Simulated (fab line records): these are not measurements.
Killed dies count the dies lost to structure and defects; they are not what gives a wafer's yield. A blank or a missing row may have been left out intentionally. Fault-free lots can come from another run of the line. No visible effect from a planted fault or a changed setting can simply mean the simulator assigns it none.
fab line records	flow sky130
record lots=24	wafers=72	last_day=50
route steps=708 shown LI_CONTACT@377 CONTACT@409 CAPM@541 CAP2M@615
lots that met no fault: from a run of the same line without faults
start_h: hours from the record's first day to the start of the lot's first wafer shown	wait_h: how many hours have passed since the lot's step before this one	" repeats the value in the row above	L1.1+2: a row that stands for several wafers	- value missing, or start not given	* or withheld: withheld	< > ~ a bound
route shown NAME@n: NAME is a module with steps in the file, n the number in the route of the first one	usual: average and standard deviation across the fault-free wafers	same: alike in all rows	chamber/n: place in a boat	sites: the reading at each site	_std_site: how widely they spread, as a standard deviation	_edge_site: inner sites' mean taken away from outer sites' mean	radius_mm: for every site, how far away it sits from the centre of the wafer	mask NAME#n: copy n	behind: the most recent tool/chamber to have shaped the wafer	hold: why the lot went on hold/how many hours it stayed there/how the hold came to an end	device: whichever transistor did not switch (one of n, p or np)	end of line: tests run on the same wafers once the route is complete	a step with no rows: only its recipe	killed: not the wafer's yield, but the dies lost to structure and defects at the first sort	map: per-die view of a wafer (x killed, . not killed, _ where there is no die)
set.NAME: the setting that was run; set.NAME@STEP: the one run at that earlier step	model.NAME: the simulator's own value behind a step, which no gauge read
route steps across a sampled set of lots; one table per step, one row per wafer
services: when a tool's chamber went out of use (start_h, in hours from the record's first day, below 0 if earlier), for how many hours, and the reason
## steps
# step SKY_LI_CONTACT_ETCH_15
# recipe target=PSG	chemistry=C4F8/O2/Ar	stop_on=Si	taper_deg=4.15	mask_material=KrF-thick	source_w=1500	bias_w=1200	pressure_mtorr=40	c4f8_flow_sccm=withheld	O2_flow_sccm=6	Ar_flow_sccm=300	time_s=withheld	target_depth_a=6000
# usual bias_w=1200/3.7	oes_product_au=0.837/0.0047
lot.wafer	tool	chamber	start_h	wait_h	bias_w	oes_product_au
L074.2	rie_diel-01	3	673.08	0.0	1202	0.838
L074.4	"	0	"	"	1207	0.841
L074.5	"	2	"	"	1201	0.829
L075.1	rie_diel-02	0	689.45	0.0	1199	0.847
L075.4	"	2	"	"	1200	0.839
L075.6	"	0	"	"	1197	0.840
L076.3	rie_diel-01	3	697.53	0.0	1199	0.826
L076.4	"	0	"	"	1202	0.843
L076.5	"	0	"	"	1201	0.833
L077.1	rie_diel-01	0	707.15	0.0	1205	0.836
L077.4	"	3	"	"	1201	0.831
L077.5	"	3	"	"	1199	0.835
L078.4	rie_diel-04	0	722.38	0.0	1198	0.834
L078.5	"	3	"	"	1202	0.836
L078.6	"	2	"	"	1199	0.836
L079.2	rie_diel-01	0	731.02	0.0	1201	0.840
L079.4	"	2	"	"	1205	0.836
L079.6	"	0	"	"	1199	0.838
L080.1	rie_diel-04	0	739.63	0.0	1194	0.834
L080.5	"	3	"	"	1192	0.835
L080.6	"	0	"	"	1192	0.828
L081.1	rie_diel-01	3	739.91	0.0	1197	0.833
L081.2	"	2	"	"	1203	0.834
L081.5	"	0	"	"	1199	0.839
L082.1	rie_diel-02	0	750.30	0.0	1197	0.839
L082.3	"	1	"	"	1204	0.839
L082.5	"	1	"	"	1202	0.847
L083.4	rie_diel-02	3	756.65	0.0	1199	0.843
L083.5	"	2	"	"	1196	0.839
L083.6	"	3	"	"	1198	0.837
L084.1	rie_diel-01	3	770.21	0.0	1190	0.842
L084.3	"	1	"	"	1203	0.838
L084.4	"	2	"	"	1198	0.835
L085.2	rie_diel-02	3	773.93	0.0	1200	0.837
L085.3	"	0	"	"	1200	0.838
L085.6	"	0	"	"	1202	0.826
L086.1	rie_diel-04	0	781.63	0.0	1199	0.838
L086.4	"	3	"	"	1199	0.840
L086.6	"	1	"	"	1198	0.835
L087.1	rie_diel-02	3	786.33	0.0	1196	0.835
L087.2	"	1	"	"	1199	0.838
L087.4	"	0	"	"	1203	0.835
L088.2	rie_diel-02	0	793.38	0.0	1201	0.833
L088.4	"	3	"	"	1205	0.842
L088.5	"	1	"	"	1198	0.843
L089.3	rie_diel-02	0	799.45	0.0	1203	0.838
L089.5	"	1	"	"	1195	0.833
L089.6	"	2	"	"	1201	0.841
L090.1	rie_diel-04	1	804.10	0.0	1208	0.843
L090.4	"	3	"	"	1198	0.833
L090.5	"	0	"	"	1196	0.839
L091.2	rie_diel-01	2	811.05	0.0	1199	0.845
L091.3	"	3	"	"	1203	0.836
L091.6	"	1	"	"	1203	0.837
L092.1	rie_diel-04	1	823.21	0.0	1191	0.842
L092.2	"	0	"	"	1198	0.836
L092.3	"	2	"	"	1203	0.836
L093.1	rie_diel-02	1	828.01	0.0	1197	0.831
L093.3	"	3	"	"	1198	0.839
L093.5	"	0	"	"	1203	0.838
L094.1	rie_diel-04	0	835.68	0.0	1206	0.832
L094.4	"	3	"	"	1204	0.839
L094.6	"	0	"	"	1201	0.834
L095.2	rie_diel-01	2	844.70	0.0	1199	0.833
L095.3	"	0	"	"	1202	0.839
L095.6	"	0	"	"	1198	0.839
L096.1	rie_diel-04	3	848.05	0.0	1201	0.830
L096.2	"	2	"	"	1198	0.841
L096.3	"	1	"	"	1195	0.838
L097.4	rie_diel-04	3	853.85	0.0	1192	0.839
L097.5	"	2	"	"	1201	0.834
L097.6	"	1	"	"	1206	0.837
# step SKY_LI_CONTACT_SPUTTER_20
# recipe material=TiN	target_thk_nm=20	chamber_pressure_pa=5	power_w=4000	time_s=80
# usual throttle_valve_pct=29.9/1.1
lot.wafer	tool	chamber	start_h	wait_h	throttle_valve_pct
L074.2	pvd_sputter-03	-	673.53	0.0	28.4
L074.4	"	-	"	"	29.3
L074.5	"	-	"	"	32.1
L075.1	pvd_sputter-04	-	689.94	0.0	30.2
L075.4	"	-	"	"	29.6
L075.6	"	-	"	"	31.6
L076.3	pvd_sputter-04	-	698.00	0.0	31.4
L076.4	"	-	"	"	30.1
L076.5	"	-	"	"	31.8
L077.1	pvd_sputter-04	-	707.81	0.0	31.4
L077.4	"	-	"	"	29.8
L077.5	"	-	"	"	29.7
L078.4	pvd_sputter-03	-	722.83	0.0	32.1
L078.5	"	-	"	"	31.6
L078.6	"	-	"	"	29.0
L079.2	pvd_sputter-03	-	731.48	0.0	29.0
L079.4	"	-	"	"	28.6
L079.6	"	-	"	"	28.9
L080.1	pvd_sputter-04	-	740.08	0.0	29.6
L080.5	"	-	"	"	29.7
L080.6	"	-	"	"	29.9
L081.1	pvd_sputter-03	-	740.38	0.0	28.4
L081.2	"	-	"	"	31.9
L081.5	"	-	"	"	28.3
L082.1	pvd_sputter-04	-	750.75	0.0	29.8
L082.3	"	-	"	"	29.9
L082.5	"	-	"	"	29.8
L083.4	pvd_sputter-03	-	757.10	0.0	28.4
L083.5	"	-	"	"	31.6
L083.6	"	-	"	"	28.4
L084.1	pvd_sputter-04	-	770.66	0.0	29.9
L084.3	"	-	"	"	29.6
L084.4	"	-	"	"	31.7
L085.2	pvd_sputter-04	-	774.40	0.0	29.7
L085.3	"	-	"	"	29.6
L085.6	"	-	"	"	29.6
L086.1	pvd_sputter-03	-	782.11	0.0	32.4
L086.4	"	-	"	"	29.0
L086.6	"	-	"	"	28.8
L087.1	pvd_sputter-01	-	786.80	0.0	30.6
L087.2	"	-	"	"	28.2
L087.4	"	-	"	"	28.3
L088.2	pvd_sputter-01	-	793.83	0.0	30.5
L088.4	"	-	"	"	30.4
L088.5	"	-	"	"	30.0
L089.3	pvd_sputter-04	-	799.91	0.0	29.8
L089.5	"	-	"	"	29.8
L089.6	"	-	"	"	29.8
L090.1	pvd_sputter-04	-	804.56	0.0	29.9
L090.4	"	-	"	"	29.9
L090.5	"	-	"	"	29.5
L091.2	pvd_sputter-04	-	811.51	0.0	29.9
L091.3	"	-	"	"	31.7
L091.6	"	-	"	"	31.8
L092.1	pvd_sputter-03	-	823.66	0.0	29.3
L092.2	"	-	"	"	28.6
L092.3	"	-	"	"	32.2
L093.1	pvd_sputter-04	-	828.46	0.0	31.4
L093.3	"	-	"	"	29.8
L093.5	"	-	"	"	29.7
L094.1	pvd_sputter-04	-	836.13	0.0	29.9
L094.4	"	-	"	"	29.8
L094.6	"	-	"	"	29.9
L095.2	pvd_sputter-04	-	845.16	0.0	29.7
L095.3	"	-	"	"	29.8
L095.6	"	-	"	"	29.9
L096.1	pvd_sputter-03	-	848.51	0.0	29.3
L096.2	"	-	"	"	29.0
L096.3	"	-	"	"	32.1
L097.4	pvd_sputter-03	-	854.44	0.0	31.9
L097.5	"	-	"	"	28.8
L097.6	"	-	"	"	32.1
# step SKY_CONTACT_THK_MEAS_03
# recipe reads=SiO2_of_CONTACT_HDPCVD_02
# usual CONTACT_HDPCVD_THK=567/6.4
lot.wafer	tool	chamber	start_h	wait_h	CONTACT_HDPCVD_THK[nm]
L074.2	film_metro-01	-	703.74	0.0	576
L074.4	"	-	"	"	570
L074.5	"	-	"	"	578
L075.1	film_metro-04	-	720.28	0.0	574
L075.4	"	-	"	"	567
L075.6	"	-	"	"	562
L076.3	film_metro-04	-	727.36	0.1	558
L076.4	"	-	"	"	557
L076.5	"	-	"	"	565
L077.1	film_metro-01	-	737.12	0.0	581
L077.4	"	-	"	"	571
L077.5	"	-	"	"	565
L078.4	film_metro-04	-	752.31	0.0	573
L078.5	"	-	"	"	569
L078.6	"	-	"	"	568
L079.2	film_metro-01	-	760.65	0.0	560
L079.4	"	-	"	"	571
L079.6	"	-	"	"	566
L080.1	film_metro-04	-	769.29	0.0	571
L080.5	"	-	"	"	558
L080.6	"	-	"	"	571
L081.1	film_metro-04	-	769.96	0.0	554
L081.2	"	-	"	"	564
L081.5	"	-	"	"	564
L082.1	film_metro-01	-	779.88	0.0	566
L082.3	"	-	"	"	564
L082.5	"	-	"	"	563
L083.4	film_metro-02	-	785.78	0.0	569
L083.5	"	-	"	"	574
L083.6	"	-	"	"	562
L084.1	film_metro-01	-	799.23	0.0	569
L084.3	"	-	"	"	572
L084.4	"	-	"	"	567
L085.2	film_metro-02	-	802.52	0.0	569
L085.3	"	-	"	"	556
L085.6	"	-	"	"	557
L086.1	film_metro-01	-	809.93	0.0	574
L086.4	"	-	"	"	566
L086.6	"	-	"	"	573
L087.1	film_metro-01	-	815.13	0.0	574
L087.2	"	-	"	"	577
L087.4	"	-	"	"	566
L088.2	film_metro-02	-	822.09	0.0	571
L088.4	"	-	"	"	560
L088.5	"	-	"	"	574
L089.3	film_metro-02	-	827.77	0.1	577
L089.5	"	-	"	"	568
L089.6	"	-	"	"	558
L090.1	film_metro-01	-	832.60	0.0	568
L090.4	"	-	"	"	562
L090.5	"	-	"	"	564
L091.2	film_metro-02	-	839.82	0.0	569
L091.3	"	-	"	"	572
L091.6	"	-	"	"	568
L092.1	film_metro-04	-	852.55	0.0	571
L092.2	"	-	"	"	581
L092.3	"	-	"	"	561
L093.1	film_metro-02	-	856.47	0.0	568
L093.3	"	-	"	"	570
L093.5	"	-	"	"	567
L094.1	film_metro-02	-	864.04	0.1	573
L094.4	"	-	"	"	574
L094.6	"	-	"	"	569
L095.2	film_metro-04	-	873.67	0.0	560
L095.3	"	-	"	"	563
L095.6	"	-	"	"	563
L096.1	film_metro-04	-	876.91	0.0	566
L096.2	"	-	"	"	566
L096.3	"	-	"	"	556
L097.4	film_metro-02	-	883.10	0.0	564
L097.5	"	-	"	"	572
L097.6	"	-	"	"	560
# step SKY_CAPM_THK_MEAS_04
# recipe thk_meas_gauge=xrf	reads=TiN_of_CAPM_SPUTTER_02
# usual CAPM_TIN_THK=200/3
lot.wafer	tool	chamber	start_h	wait_h	CAPM_TIN_THK[nm]
L074.2	film_metro-02	-	847.57	0.1	200
L074.4	"	-	"	"	202
L074.5	"	-	"	"	197
L075.1	film_metro-03	-	861.96	0.1	202
L075.4	"	-	"	"	197
L075.6	"	-	"	"	203
L076.3	film_metro-03	-	868.47	0.1	204
L076.4	"	-	"	"	207
L076.5	"	-	"	"	201
L077.1	film_metro-01	-	879.29	0.1	200
L077.4	"	-	"	"	199
L077.5	"	-	"	"	196
L078.4	film_metro-02	-	893.68	0.1	198
L078.5	"	-	"	"	199
L078.6	"	-	"	"	199
L079.2	film_metro-01	-	903.11	0.1	197
L079.4	"	-	"	"	197
L079.6	"	-	"	"	194
L081.1	film_metro-02	-	909.30	0.1	200
L081.2	"	-	"	"	203
L081.5	"	-	"	"	198
L080.1	film_metro-02	-	909.80	0.1	202
L080.5	"	-	"	"	200
L080.6	"	-	"	"	200
L082.1	film_metro-02	-	918.32	0.1	201
L082.3	"	-	"	"	203
L082.5	"	-	"	"	203
L083.4	film_metro-03	-	922.47	0.1	199
L083.5	"	-	"	"	200
L083.6	"	-	"	"	199
L084.1	film_metro-01	-	937.51	0.1	198
L084.3	"	-	"	"	199
L084.4	"	-	"	"	198
L085.2	film_metro-01	-	940.06	0.1	195
L085.3	"	-	"	"	198
L085.6	"	-	"	"	197
L086.1	film_metro-03	-	947.42	0.1	196
L086.4	"	-	"	"	201
L086.6	"	-	"	"	199
L087.1	film_metro-03	-	953.04	0.1	207
L087.2	"	-	"	"	204
L087.4	"	-	"	"	206
L088.2	film_metro-01	-	959.01	0.1	202
L088.4	"	-	"	"	202
L088.5	"	-	"	"	201
L089.3	film_metro-02	-	965.07	0.1	201
L089.5	"	-	"	"	200
L089.6	"	-	"	"	199
L090.1	film_metro-02	-	967.86	0.1	195
L090.4	"	-	"	"	199
L090.5	"	-	"	"	197
L091.2	film_metro-02	-	975.01	0.1	203
L091.3	"	-	"	"	203
L091.6	"	-	"	"	199
L092.1	film_metro-01	-	987.68	0.1	195
L092.2	"	-	"	"	196
L092.3	"	-	"	"	197
L093.1	film_metro-01	-	990.71	0.1	199
L093.3	"	-	"	"	195
L093.5	"	-	"	"	197
L094.1	film_metro-01	-	997.71	0.1	195
L094.4	"	-	"	"	198
L094.6	"	-	"	"	196
L095.2	film_metro-01	-	1006.31	0.1	200
L095.3	"	-	"	"	200
L095.6	"	-	"	"	197
L096.1	film_metro-01	-	1009.04	0.1	201
L096.2	"	-	"	"	201
L096.3	"	-	"	"	202
L097.4	film_metro-02	-	1013.82	0.1	196
L097.5	"	-	"	"	196
L097.6	"	-	"	"	195
# step SKY_CAPM_STRIP_14
# recipe chemistry=O2/N2	power_w=1400	pressure_mtorr=1500	platen_temp_c=withheld	o2_flow_sccm=3000	n2_flow_sccm=300	overash_fraction=0.5
# usual drypump_motor_current_A=5.62/0.27	n2_flow_sccm=300.0/0.97	oes_product_au=0.710/0.0045	strip_time_to_endpoint_s=12.65/0.042
lot.wafer	tool	chamber	start_h	wait_h	drypump_motor_current_A	n2_flow_sccm	oes_product_au	rf_hours_counter_h	strip_time_to_endpoint_s
L074.2	plasma_asher-03	1	873.99	0.1	6.00	299.8	0.713	13	12.64
L074.4	"	0	"	"	5.15	300.7	0.717	-	12.67
L074.5	"	1	"	"	5.97	299.2	0.704	-	12.64
L075.1	plasma_asher-02	1	887.72	0.1	5.45	300.7	0.720	72	12.67
L075.4	"	1	"	"	5.47	300.3	0.710	-	12.68
L075.6	"	0	"	"	5.54	299.2	0.704	-	12.67
L076.3	plasma_asher-04	1	893.60	0.1	5.94	300.8	0.717	-	12.70
L076.4	"	0	"	"	5.63	301.5	0.712	-	12.68
L076.5	"	1	"	"	5.94	300.5	0.710	-	12.69
L077.1	plasma_asher-04	1	904.82	0.1	5.92	300.1	0.711	48	12.67
L077.4	"	0	"	"	5.64	299.1	0.712	-	12.69
L077.5	"	1	"	"	5.91	300.8	0.713	-	12.69
L078.4	plasma_asher-02	0	919.08	0.1	5.55	299.7	0.709	-	12.66
L078.5	"	1	"	"	5.45	300.0	0.708	-	12.60
L078.6	"	0	"	"	5.58	297.3	0.708	-	12.60
L079.2	plasma_asher-04	0	928.02	0.1	5.60	301.5	0.710	50	12.70
L079.4	"	0	"	"	5.65	300.0	0.711	-	12.69
L079.6	"	1	"	"	5.96	301.8	0.704	-	12.68
L081.1	plasma_asher-03	1	933.37	0.1	6.00	300.3	0.720	19	12.67
L081.2	"	0	"	"	5.14	298.0	0.714	19	12.65
L081.5	"	0	"	"	5.15	300.0	0.709	-	12.64
L080.1	plasma_asher-04	1	934.04	0.1	5.94	300.9	0.706	50	12.69
L080.5	"	0	"	"	5.61	299.1	0.709	-	12.65
L080.6	"	1	"	"	5.95	301.3	0.706	-	12.64
L082.1	plasma_asher-02	1	943.27	0.1	5.43	299.4	0.711	78	12.63
L082.3	"	0	"	"	5.58	299.4	0.717	-	12.60
L082.5	"	1	"	"	5.45	299.7	0.709	-	12.66
L083.4	plasma_asher-02	1	946.80	0.1	5.45	299.9	0.713	-	12.67
L083.5	"	0	"	"	5.58	300.0	0.708	-	12.65
L083.6	"	1	"	"	5.45	301.2	0.701	-	12.63
L084.1	plasma_asher-02	1	962.52	0.1	5.43	299.8	0.716	80	12.69
L084.3	"	0	"	"	5.54	299.3	0.711	-	12.63
L084.4	"	1	"	"	5.42	299.9	0.715	-	12.62
L085.2	plasma_asher-03	0	964.37	0.1	5.15	299.0	0.710	21	12.66
L085.3	"	1	"	"	6.01	301.0	0.709	-	12.64
L085.6	"	0	"	"	5.16	299.1	0.703	-	12.67
L086.1	plasma_asher-04	1	972.12	0.1	5.95	301.0	0.715	54	12.60
L086.4	"	1	"	"	5.92	299.8	0.710	-	12.59
L086.6	"	1	"	"	5.93	300.5	0.711	-	12.60
L087.1	plasma_asher-03	0	977.62	0.1	5.13	301.7	0.709	22	12.66
L087.2	"	1	"	"	6.02	299.8	0.716	22	12.63
L087.4	"	0	"	"	5.16	301.8	0.718	-	12.64
L088.2	plasma_asher-04	1	983.69	0.1	5.91	299.8	0.701	55	12.65
L088.4	"	1	"	"	5.87	301.1	0.719	-	12.63
L088.5	"	0	"	"	5.66	301.6	0.706	-	12.65
L089.3	plasma_asher-02	1	989.30	0.1	5.46	301.7	0.707	-	12.66
L089.5	"	0	"	"	5.56	299.2	0.708	-	12.63
L089.6	"	1	"	"	5.46	299.8	0.705	-	12.64
L090.1	plasma_asher-04	0	991.12	0.1	5.61	299.8	0.711	56	12.62
L090.4	"	1	"	"	5.93	301.1	0.720	-	12.64
L090.5	"	0	"	"	5.62	298.7	0.706	-	12.69
L091.2	plasma_asher-04	1	998.47	0.1	5.93	299.6	0.708	57	12.67
L091.3	"	0	"	"	5.61	300.1	0.705	-	12.70
L091.6	"	0	"	"	5.64	299.5	0.705	-	12.67
L092.1	plasma_asher-03	0	1010.52	0.1	5.14	299.7	0.717	25	12.63
L092.2	"	1	"	"	6.02	299.0	0.707	25	12.67
L092.3	"	1	"	"	6.00	298.6	0.713	-	12.62
L093.1	plasma_asher-02	1	1014.27	0.1	5.45	299.1	0.709	85	12.60
L093.3	"	0	"	"	5.55	299.3	0.707	-	12.57
L093.5	"	0	"	"	5.53	300.1	0.704	-	12.54
L094.1	plasma_asher-02	0	1021.57	0.1	5.59	301.2	0.712	85	12.70
L094.4	"	1	"	"	5.47	299.6	0.713	-	12.66
L094.6	"	1	"	"	5.46	298.9	0.709	-	12.63
L095.2	plasma_asher-02	1	1030.07	0.1	5.40	300.8	0.714	86	12.62
L095.3	"	0	"	"	5.55	299.1	0.706	-	12.63
L095.6	"	1	"	"	5.42	301.0	0.709	-	12.62
L096.1	plasma_asher-04	1	1032.22	0.1	5.93	300.1	0.713	60	12.75
L096.2	"	0	"	"	5.61	299.2	0.710	60	12.71
L096.3	"	0	"	"	5.62	299.2	0.714	-	12.73
L097.4	plasma_asher-03	1	1037.43	0.1	6.01	301.1	0.705	-	12.70
L097.5	"	0	"	"	5.15	301.7	0.704	-	12.65
L097.6	"	1	"	"	6.04	299.3	0.708	-	12.67
# step SKY_CAP2M_OVL_MEAS_12
# usual CAP2M_OVL=-0.8/1.4
lot.wafer	tool	chamber	start_h	wait_h	CAP2M_OVL[nm]
L074.2	overlay-02	-	954.16	0.1	-1.6
L074.4	"	-	"	"	-1.0
L074.5	"	-	"	"	-2.6
L075.1	overlay-02	-	967.61	0.1	-0.8
L075.4	"	-	"	"	-0.5
L075.6	"	-	"	"	-1.6
L076.3	overlay-01	-	972.22	0.1	-1.2
L076.4	"	-	"	"	-1.7
L076.5	"	-	"	"	-1.5
L077.1	overlay-01	-	983.91	0.1	-4.3
L077.4	"	-	"	"	-3.0
L077.5	"	-	"	"	-2.1
L078.4	overlay-02	-	997.48	0.1	-0.4
L078.5	"	-	"	"	2.0
L078.6	"	-	"	"	0.9
L079.2	overlay-02	-	1005.22	0.1	2.6
L079.4	"	-	"	"	0.4
L079.6	"	-	"	"	2.9
L081.1	overlay-02	-	1009.71	0.1	-1.7
L081.2	"	-	"	"	-1.7
L081.5	"	-	"	"	-0.8
L080.1	overlay-02	-	1010.11	0.1	0.4
L080.5	"	-	"	"	0.3
L080.6	"	-	"	"	0.0
L082.1	overlay-02	-	1019.56	0.1	1.6
L082.3	"	-	"	"	1.1
L082.5	"	-	"	"	1.0
L083.4	overlay-01	-	1023.53	0.1	-2.1
L083.5	"	-	"	"	-1.7
L083.6	"	-	"	"	-2.8
L084.1	overlay-01	-	1038.90	0.1	-0.2
L084.3	"	-	"	"	0.7
L084.4	"	-	"	"	-1.2
L085.2	overlay-02	-	1039.91	0.1	0.6
L085.3	"	-	"	"	0.4
L085.6	"	-	"	"	0.2
L086.1	overlay-01	-	1047.80	0.1	-1.2
L086.4	"	-	"	"	-2.0
L086.6	"	-	"	"	-1.3
L087.1	overlay-01	-	1052.11	0.1	-1.6
L087.2	"	-	"	"	-0.9
L087.4	"	-	"	"	-1.8
L088.2	overlay-01	-	1055.96	0.1	-2.8
L088.4	"	-	"	"	-2.6
L088.5	"	-	"	"	-1.7
L089.3	overlay-02	-	1063.51	0.1	-1.7
L089.5	"	-	"	"	-2.8
L089.6	"	-	"	"	-2.1
L090.1	overlay-01	-	1063.80	0.1	-1.8
L090.4	"	-	"	"	0.6
L090.5	"	-	"	"	-0.3
L091.2	overlay-01	-	1071.71	0.1	0.4
L091.3	"	-	"	"	-0.5
L091.6	"	-	"	"	0.0
L092.1	overlay-02	-	1081.41	0.1	-0.6
L092.2	"	-	"	"	-1.6
L092.3	"	-	"	"	-1.8
L093.1	overlay-02	-	1084.81	0.1	-2.7
L093.3	"	-	"	"	-1.1
L093.5	"	-	"	"	-2.0
L094.1	overlay-01	-	1090.60	0.1	1.5
L094.4	"	-	"	"	0.5
L094.6	"	-	"	"	2.0
L095.2	overlay-02	-	1095.82	0.1	-2.0
L095.3	"	-	"	"	-2.5
L095.6	"	-	"	"	-2.4
L096.1	overlay-02	-	1098.61	0.1	-1.3
L096.2	"	-	"	"	-1.8
L096.3	"	-	"	"	-1.1
L097.4	overlay-02	-	1103.72	0.1	-0.3
L097.5	"	-	"	"	-1.5
L097.6	"	-	"	"	-0.1
## services
tool	chamber	start_h	hours	kind
rie_diel-02	-	651.36	14.6	pm
rie_diel-02	3	666.21	14.5	repair
rie_diel-02	-	678.48	0.3	repair
plasma_asher-04	-	699.34	7.2	repair
plasma_asher-02	-	709.55	15.6	pm
rie_diel-02	1	714.38	1.7	repair
rie_diel-02	1	734.95	9.5	repair
rie_diel-04	2	736.31	8.8	repair
pvd_sputter-04	-	793.10	5.7	repair
rie_diel-04	0	793.97	5.3	repair
plasma_asher-02	-	804.10	0.6	repair
plasma_asher-02	-	825.14	4.0	pm
plasma_asher-04	-	830.09	0.3	repair
plasma_asher-02	-	832.77	9.1	repair
rie_diel-04	-	834.47	0.9	repair
pvd_sputter-04	-	857.26	1.2	repair
rie_diel-02	1	868.69	4.5	repair
rie_diel-01	1	879.58	9.8	repair
rie_diel-04	-	890.11	0.7	repair
rie_diel-02	-	892.52	16.9	repair
rie_diel-01	3	901.83	6.0	repair
plasma_asher-04	-	951.30	2.8	pm
plasma_asher-04	-	981.75	1.3	repair
pvd_sputter-04	-	1029.03	4.7	repair
## key
fault none
